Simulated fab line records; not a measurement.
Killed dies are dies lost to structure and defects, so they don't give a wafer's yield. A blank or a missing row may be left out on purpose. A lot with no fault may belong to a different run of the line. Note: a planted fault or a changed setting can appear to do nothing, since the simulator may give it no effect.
Which tool did it? / flow sky130 / 11 lots with 33 wafers sampled at 6 steps, on a route of 708 steps

== WHAT EACH GAUGE READ, for each wafer ==
SKY_METAL2_RS_MEAS_05: a four-point-probe measurement. Usual: METAL2_ALCU_RS gives 0.1276 ohm/sq (standard deviation 0.002).
lot=L991; measured=day 34 08:49; on=film-metro-03; METAL2_ALCU_RS (ohm/sq)=0.1297 0.1293 0.1265; flag=
lot=L992; measured=day 34 11:02; on=film-metro-02; METAL2_ALCU_RS (ohm/sq)=0.1247 0.1267 0.1263; flag=
lot=L994; measured=day 35 08:04; on=film-metro-01; METAL2_ALCU_RS (ohm/sq)=0.1263 0.1255 0.1267; flag=
lot=L995; measured=day 35 10:52; on=film-metro-03; METAL2_ALCU_RS (ohm/sq)=0.1284 0.1306 0.1287; flag=
lot=L998; measured=day 36 15:52; on=film-metro-01; METAL2_ALCU_RS (ohm/sq)=0.1263 0.1282 0.1294; flag=
lot=L999; measured=day 37 01:22; on=film-metro-01; METAL2_ALCU_RS (ohm/sq)=0.1289 0.1250 0.1281; flag=
lot=L100; measured=day 37 09:21; on=film-metro-03; METAL2_ALCU_RS (ohm/sq)=0.1302 0.1285 0.1317; flag=
lot=L101; measured=day 37 13:32; on=film-metro-01; METAL2_ALCU_RS (ohm/sq)=0.1248 0.1245 0.1265; flag=
lot=L102; measured=day 37 17:07; on=film-metro-01; METAL2_ALCU_RS (ohm/sq)=0.1264 0.1254 0.1246; flag=
lot=L103; measured=day 38 02:01; on=film-metro-03; METAL2_ALCU_RS (ohm/sq)=0.1265 0.1228 0.1245; flag=
lot=L107; measured=day 38 22:49; on=film-metro-02; METAL2_ALCU_RS (ohm/sq)=0.1205 0.1203 0.1266; flag=

SKY_METAL2_THK_MEAS_06: measures by xrf. Usual: METAL2_ALCU_THK gives 247 nm (standard deviation 4).
lot=L991; measured=day 34 08:55; on=film-metro-03; METAL2_ALCU_THK (nm)=242 243 248; flag=
lot=L992; measured=day 34 11:08; on=film-metro-02; METAL2_ALCU_THK (nm)=253 252 252; flag=
lot=L994; measured=day 35 08:11; on=film-metro-01; METAL2_ALCU_THK (nm)=249 251 247; flag=
lot=L995; measured=day 35 10:59; on=film-metro-03; METAL2_ALCU_THK (nm)=247 242 245; flag=
lot=L998; measured=day 36 15:59; on=film-metro-01; METAL2_ALCU_THK (nm)=247 245 243; flag=
lot=L999; measured=day 37 01:29; on=film-metro-01; METAL2_ALCU_THK (nm)=242 250 242; flag=
lot=L100; measured=day 37 09:28; on=film-metro-03; METAL2_ALCU_THK (nm)=241 244 238; flag=
lot=L101; measured=day 37 13:38; on=film-metro-01; METAL2_ALCU_THK (nm)=251 252 246; flag=
lot=L102; measured=day 37 17:14; on=film-metro-01; METAL2_ALCU_THK (nm)=247 251 254; flag=
lot=L103; measured=day 38 02:08; on=film-metro-03; METAL2_ALCU_THK (nm)=249 255 253; flag=
lot=L107; measured=day 38 22:54; on=film-metro-02; METAL2_ALCU_THK (nm)=255 260 251; flag=

SKY_VIA2_RS_MEAS_22: a four-point-probe measurement. Usual: VIA2_W_RS gives 0.272 ohm/sq (standard deviation 0.004).
lot=L991; measured=day 36 16:11; on=film-metro-03; VIA2_W_RS (ohm/sq)=0.278 0.275 0.275; flag=
lot=L992; measured=day 36 18:11; on=film-metro-02; VIA2_W_RS (ohm/sq)=0.276 0.277 0.270; flag=
lot=L994; measured=day 37 14:13; on=film-metro-03; VIA2_W_RS (ohm/sq)=0.277 0.275 0.275; flag=
lot=L995; measured=day 37 17:43; on=film-metro-02; VIA2_W_RS (ohm/sq)=0.273 0.267 0.272; flag=
lot=L998; measured=day 38 22:17; on=film-metro-03; VIA2_W_RS (ohm/sq)=0.270 0.273 0.269; flag=
lot=L999; measured=day 39 08:02; on=film-metro-03; VIA2_W_RS (ohm/sq)=0.271 0.269 0.269; flag=
lot=L100; measured=day 39 15:40; on=film-metro-03; VIA2_W_RS (ohm/sq)=0.264 0.266 0.271; flag=
lot=L101; measured=day 39 19:22; on=film-metro-02; VIA2_W_RS (ohm/sq)=0.273 0.272 0.266; flag=
lot=L102; measured=day 39 22:45; on=film-metro-04; VIA2_W_RS (ohm/sq)=0.267 0.264 0.269; flag=
lot=L103; measured=day 40 06:50; on=film-metro-02; VIA2_W_RS (ohm/sq)=0.274 0.268 0.269; flag=
lot=L107; measured=day 41 03:11; on=film-metro-02; VIA2_W_RS (ohm/sq)=0.271 0.269 0.270; flag=

SKY_CAPM_THK_MEAS_01. Usual: CAPM_CVD_00_THK gives 15.47 nm (standard deviation 0.25).
lot=L991; measured=day 36 16:50; on=film-metro-03; CAPM_CVD_00_THK (nm)=15.62 15.37 16.01; flag=
lot=L992; measured=day 36 18:50; on=film-metro-04; CAPM_CVD_00_THK (nm)=15.72 15.84 15.48; flag=
lot=L994; measured=day 37 14:52; on=film-metro-01; CAPM_CVD_00_THK (nm)=14.92 15.50 15.76; flag=
lot=L995; measured=day 37 18:23; on=film-metro-03; CAPM_CVD_00_THK (nm)=15.56 15.30 15.78; flag=
lot=L998; measured=day 38 23:05; on=film-metro-03; CAPM_CVD_00_THK (nm)=15.85 15.46 15.76; flag=
lot=L999; measured=day 39 08:53; on=film-metro-01; CAPM_CVD_00_THK (nm)=15.26 15.56 15.65; flag=
lot=L100; measured=day 39 16:19; on=film-metro-03; CAPM_CVD_00_THK (nm)=15.27 15.16 15.51; flag=
lot=L101; measured=day 39 19:59; on=film-metro-03; CAPM_CVD_00_THK (nm)=15.47 15.63 15.44; flag=
lot=L102; measured=day 39 23:24; on=film-metro-03; CAPM_CVD_00_THK (nm)=15.36 15.88 15.76; flag=
lot=L103; measured=day 40 07:29; on=film-metro-01; CAPM_CVD_00_THK (nm)=15.39 15.06 15.35; flag=
lot=L107; measured=day 41 03:49; on=film-metro-01; CAPM_CVD_00_THK (nm)=15.12 15.75 15.75; flag=

SKY_METAL3_OVL_MEAS_14. Usual: METAL3_OVL gives -3 nm (standard deviation 4.2).
lot=L991; measured=day 38 21:31; on=overlay-02; METAL3_OVL (nm)=4 4 5; flag=
lot=L992; measured=day 38 23:16; on=overlay-01; METAL3_OVL (nm)=4 -5 -2; flag=
lot=L994; measured=day 39 18:31; on=overlay-01; METAL3_OVL (nm)=-4 -5 -4; flag=
lot=L995; measured=day 39 22:09; on=overlay-02; METAL3_OVL (nm)=-10 -8 -3; flag=
lot=L998; measured=day 41 01:22; on=overlay-01; METAL3_OVL (nm)=0 -7 -5; flag=
lot=L999; measured=day 41 10:22; on=overlay-02; METAL3_OVL (nm)=3 6 3; flag=
lot=L100; measured=day 41 17:42; on=overlay-02; METAL3_OVL (nm)=-4 0 0; flag=
lot=L101; measured=day 41 20:13; on=overlay-01; METAL3_OVL (nm)=4 -3 -6; flag=
lot=L102; measured=day 41 23:22; on=overlay-02; METAL3_OVL (nm)=4 4 2; flag=
lot=L103; measured=day 42 09:01; on=overlay-02; METAL3_OVL (nm)=-4 -1 1; flag=
lot=L107; measured=day 43 04:29; on=overlay-02; METAL3_OVL (nm)=-10 -1 -5; flag=

== EACH LOT AND THE TOOL THAT RAN IT (in order: tool; ch and the chambers of the sampled wafers; start) ==
lot=L991; SKY_METAL2_SPUTTER_02=pvd-sputter-01, day 34 08:42
lot=L992; SKY_METAL2_SPUTTER_02=pvd-sputter-02, day 34 10:55
lot=L994; SKY_METAL2_SPUTTER_02=pvd-sputter-03, day 35 07:57
lot=L995; SKY_METAL2_SPUTTER_02=pvd-sputter-03, day 35 10:46
lot=L998; SKY_METAL2_SPUTTER_02=pvd-sputter-02, day 36 15:46
lot=L999; SKY_METAL2_SPUTTER_02=pvd-sputter-02, day 37 01:17
lot=L100; SKY_METAL2_SPUTTER_02=pvd-sputter-01, day 37 09:15
lot=L101; SKY_METAL2_SPUTTER_02=pvd-sputter-03, day 37 13:23
lot=L102; SKY_METAL2_SPUTTER_02=pvd-sputter-03, day 37 17:01
lot=L103; SKY_METAL2_SPUTTER_02=pvd-sputter-03, day 38 01:54
lot=L107; SKY_METAL2_SPUTTER_02=pvd-sputter-03, day 38 22:40
- SKY_METAL2_SPUTTER_02: material AlCu, target thk 250 nm, time 13.3 s.

== AS READ BY THE TOOLS THEMSELVES (means over the sampled wafers that have a number; for cases with no such wafer, the mark the record gives instead) ==
SKY_METAL2_SPUTTER_02. Usual: chamber-pressure-pa 0.4001 Pa, standard deviation 0.00078; throttle-valve-pct 29.5 %, standard deviation 0.91.
lot=L991; tool=pvd-sputter-01; chamber-pressure-pa (Pa)=0.4009; throttle-valve-pct (%)=30.0; flag=
lot=L992; tool=pvd-sputter-02; chamber-pressure-pa (Pa)=0.3999; throttle-valve-pct (%)=29.6; flag=
lot=L994; tool=pvd-sputter-03; chamber-pressure-pa (Pa)=0.3999; throttle-valve-pct (%)=28.4; flag=
lot=L995; tool=pvd-sputter-03; chamber-pressure-pa (Pa)=0.3998; throttle-valve-pct (%)=28.9; flag=
lot=L998; tool=pvd-sputter-02; chamber-pressure-pa (Pa)=0.4004; throttle-valve-pct (%)=29.5; flag=
lot=L999; tool=pvd-sputter-02; chamber-pressure-pa (Pa)=0.4000; throttle-valve-pct (%)=29.6; flag=
lot=L100; tool=pvd-sputter-01; chamber-pressure-pa (Pa)=0.3996; throttle-valve-pct (%)=30.4; flag=
lot=L101; tool=pvd-sputter-03; chamber-pressure-pa (Pa)=0.3996; throttle-valve-pct (%)=29.5; flag=
lot=L102; tool=pvd-sputter-03; chamber-pressure-pa (Pa)=0.4000; throttle-valve-pct (%)=28.9; flag=
lot=L103; tool=pvd-sputter-03; chamber-pressure-pa (Pa)=0.3999; throttle-valve-pct (%)=29.6; flag=
lot=L107; tool=pvd-sputter-03; chamber-pressure-pa (Pa)=0.3459; throttle-valve-pct (%)=32.8; flag=OFF

== THE ANSWER, worked out from the rows above alone ==
Rule: a lot is off if the mean of its wafers that have a number lies more than 3 standard deviations from the usual mean. Also off: a lot with no number at a reading for which 4 or more lots have one. All remaining lots with rows at the step are treated as sound. Order of review: gauges by route order, followed by the tools' own readings, for which a lot's mean as printed above is used. At the first step where some lot is off, the reading lying furthest off is the one used; lots without a number count as furthest.
Off: L107 (SKY_METAL2_SPUTTER_02, chamber-pressure-pa).
If a tool, at that step or one of the process steps before it, ran each lot that is off and ran no sound lot following the first of them, it fits. One candidate fits, namely pvd-sputter-03 at SKY_METAL2_SPUTTER_02. A fault onset in the window from L103 (day 38 01:54, its last sound lot) to L107 (day 38 22:40, its first lot off) fits.
The tool's own readings at SKY_METAL2_SPUTTER_02 bear it out: on the lots that are off they differ by more than 5 times the standard deviation of the sound lots' means. chamber-pressure-pa reads 0.3459 Pa there against 0.4000 Pa on the sound lots; throttle-valve-pct reads 32.8 % there against 29.4 % on the sound lots.

== WHAT THE SIMULATOR HAD INSERTED ==
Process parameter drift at SKY_METAL2_SPUTTER_02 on pvd-sputter-03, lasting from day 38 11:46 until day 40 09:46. Setting chamber-pressure-pa shifted by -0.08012 from 0.4. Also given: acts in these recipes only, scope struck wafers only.
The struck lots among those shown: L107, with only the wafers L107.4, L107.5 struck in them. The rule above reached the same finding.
